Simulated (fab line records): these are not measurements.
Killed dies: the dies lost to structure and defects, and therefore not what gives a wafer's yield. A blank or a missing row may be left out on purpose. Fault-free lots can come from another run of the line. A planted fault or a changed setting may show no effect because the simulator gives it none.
What tool caused it? ; flow gf180mcu ; 42 wafers from 14 lots sampled at 4 of the route's 602 steps

== WHAT EACH GAUGE READ, for each wafer ==
GF_NSD_CD_MEAS_07 targets a cd of 400 nm. Usual: 399.6 nm for cd nm, sd 2.6.
lot;measured;on;cd nm (nm);flag
L642;day 13 09:01;cd sem-02;399.6 398.3 398.5;
L643;day 13 15:34;cd sem-01;393.1 393.0 394.2;
L644;day 14 02:58;cd sem-01;402.7 402.6 403.5;
L646;day 14 19:02;cd sem-02;398.7 399.2 400.6;
L650;day 16 04:36;cd sem-02;398.8 397.3 399.3;
L657;day 18 12:44;cd sem-01;401.7 402.2 401.4;
L658;day 18 21:50;cd sem-01;396.7 397.1 395.7;
L659;day 19 02:34;cd sem-02;401.6 400.5 398.7;
L661;day 19 20:16;cd sem-02;401.3 395.9 396.0;
L663;day 20 11:45;cd sem-02;399.9 400.9 402.9;
L664;day 20 14:56;cd sem-02;399.2 398.2 401.0;
L665;day 21 04:50;cd sem-02;405.9 403.4 404.9;

GF_NSD_TW_MEAS_12. Usual: for NSD_TW the level is 4224 and the standard deviation is 29.
lot;measured;on;NSD_TW;flag
L642;day 13 09:34;film metro-01;4260 4264 4272;
L643;day 13 16:07;film metro-02;4169 4197 4203;
L644;day 14 03:31;film metro-03;4241 4239 4254;
L646;day 14 19:34;film metro-01;4240 4244 4272;
L650;day 16 05:09;film metro-03;4244 4235 4241;
L657;day 18 13:16;film metro-02;4192 4206 4191;
L658;day 18 22:24;film metro-02;4206 4221 4226;
L659;day 19 03:07;film metro-03;4221 4243 4214;
L661;day 19 20:49;film metro-03;4224 4227 4204;
L663;day 20 12:19;film metro-01;4222 4221 4244;
L664;day 20 15:30;film metro-03;4220 4248 4213;
L665;day 21 07:42;film metro-02;4216 4216 4212;

GF_CONTACT_THK_MEAS_03. Usual: for CONTACT_CVD_02_THK the level is 862 nm and the standard deviation is 12.
lot;measured;on;CONTACT_CVD_02_THK (nm);flag
L642;day 15 02:16;film metro-03;866 863 881;
L643;day 15 15:05;film metro-01;862 866 877;
L644;day 16 00:13;film metro-03;865 878 870;
L646;day 16 16:19;film metro-01;873 874 884;
L650;day 18 01:53;film metro-03;865 864 885;
L657;day 20 15:00;film metro-01;842 858 865;
L658;day 20 23:52;film metro-03;845 857 862;
L659;day 21 05:31;film metro-03;847 840 834;
L661;day 21 23:23;film metro-01;860 856 867;
L663;day 22 13:45;film metro-03;867 855 883;
L664;day 22 17:05;film metro-01;854 867 892;
L665;day 23 08:04;film metro-04;849 874 863;

== WHAT TOOL EACH LOT RAN ON (gives the tool, then ch and the chambers of the sampled wafers, and finally the start) ==
lot;GF_DUAL_GATE_OXIDATION_02
L642;furnace-02 ch 0, day 7 13:28
L643;furnace-02 ch 0, day 7 20:39
L644;furnace-02 ch 0, day 8 07:27
L646;furnace-02 ch 0, day 8 17:11
L650;furnace-01 ch 0, day 9 22:58
L653;furnace-02, day 10 16:37
L654;furnace-02, day 11 04:35
L657;furnace-02 ch 0, day 11 20:57
L658;furnace-01 ch 0, day 12 04:13
L659;furnace-01 ch 0, day 12 09:56
L661;furnace-01 ch 0, day 12 22:31
L663;furnace-02 ch 0, day 13 14:16
L664;furnace-02 ch 0, day 13 18:02
L665;furnace-02 ch 0, day 14 02:54
- GF_DUAL_GATE_OXIDATION_02: stabilise 600 s, purge 300 s, target thk 10.887 nm.

== AS READ BY THE TOOLS THEMSELVES (means over the sampled wafers that have a number; for cases with no such wafer, the mark the record gives instead) ==
GF_DUAL_GATE_OXIDATION_02. Usual: ox temp c 900.0 C, standard deviation 0.33; ox temp c max 903.1, standard deviation 0.53.
lot;tool;ox temp c (C);ox temp c max;flag
L642;furnace-02;900.7;903.4;
L643;furnace-02;899.6;902.8;
L644;furnace-02;900.1;903.5;
L646;furnace-02;900.0;903.2;
L650;furnace-01;900.0;903.1;
L653;furnace-02;-;-;OFF
L654;furnace-02;-;-;OFF
L657;furnace-02;900.0;903.0;
L658;furnace-01;899.9;903.7;
L659;furnace-01;899.6;902.5;
L661;furnace-01;900.1;903.3;
L663;furnace-02;900.0;903.0;
L664;furnace-02;899.8;903.0;
L665;furnace-02;900.1;902.9;

== THE ANSWER, worked out from the rows above alone ==
Rule: a lot is off if the mean of its wafers that have a number lies more than 3 standard deviations from the usual mean. Also off: a lot with no number at a reading for which 4 or more lots have one. The other lots that the step has rows for count as sound. After the gauges, taken in route order, come the tools' own readings; for these a lot's mean is taken, as printed above. At the first step where some lot is off, the reading lying furthest off is the one used; lots without a number count as furthest.
Off, at GF_DUAL_GATE_OXIDATION_02 on ox temp c: L653, L654. Without a number there: L653, L654.
A tool fits if, at that step or a process step before it, it ran every lot that is off, and no sound lot after the first of them. Of those tried, none fits.

== WHAT WAS PUT IN BY THE SIMULATOR ==
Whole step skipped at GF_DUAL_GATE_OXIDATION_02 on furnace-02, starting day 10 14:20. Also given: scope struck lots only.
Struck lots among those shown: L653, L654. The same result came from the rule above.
